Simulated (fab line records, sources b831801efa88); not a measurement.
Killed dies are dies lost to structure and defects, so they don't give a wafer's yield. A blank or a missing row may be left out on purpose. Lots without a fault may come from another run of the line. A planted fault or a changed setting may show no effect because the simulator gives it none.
Which tool did it? | flow gf180mcu | 6 lots, 18 wafers sampled, at 2 steps of a route of 602

WHAT THE GAUGES READ, wafer by wafer
GF_DUAL_GATE_THK_MEAS_03.
lot  | measured     | on            | DUAL_GATE_OXIDATION_00_THK (nm)
L954 | day 8 05:18  | film_metro-03 | 10.98 11.19 11.08
L956 | day 8 22:02  | film_metro-03 | 11.04 10.88 10.88
L958 | day 9 10:38  | film_metro-01 | 10.79 10.70 10.55
L965 | day 11 08:49 | film_metro-01 | 10.61 10.75 10.73
L972 | day 13 06:47 | film_metro-01 | 11.30 11.25 11.20
L974 | day 13 21:40 | film_metro-04 | 10.48 10.64 10.46

WHICH TOOL RAN EACH LOT (tool, then ch and the chambers of the sampled wafers, then the start)
lot  | GF_DUAL_GATE_OXIDATION_02
L954 | furnace-02 ch 0, day 8 03:51
L956 | furnace-01 ch 0, day 8 20:33
L958 | furnace-01 ch 0, day 9 09:11
L965 | furnace-02 ch 0, day 11 07:21
L972 | furnace-01 ch 0, day 13 05:20
L974 | furnace-02 ch 0, day 13 20:13
- GF_DUAL_GATE_OXIDATION_02: stabilise 600 s, purge 300 s, target thk 10.887 nm.

THE ANSWER, worked out from the rows above alone
Rule: what is usual is taken from the lots themselves. Put in order of their means at a reading, lots are off if they are a third of the lots or fewer, leave a main group of 4 or more, and stand apart from it by a gap of 3 or more times the standard deviation of the main group's means; of several such gaps the widest counts. A main group whose means are all the same, to the digits that the tables above print for the reading, isn't used. A lot without any number at a reading at which 4 lots or more have one is off too. The other lots that the step has rows for count as sound.
No lot is off at any reading shown: from this, nothing can be told.

WHAT THE SIMULATOR HAD PUT IN
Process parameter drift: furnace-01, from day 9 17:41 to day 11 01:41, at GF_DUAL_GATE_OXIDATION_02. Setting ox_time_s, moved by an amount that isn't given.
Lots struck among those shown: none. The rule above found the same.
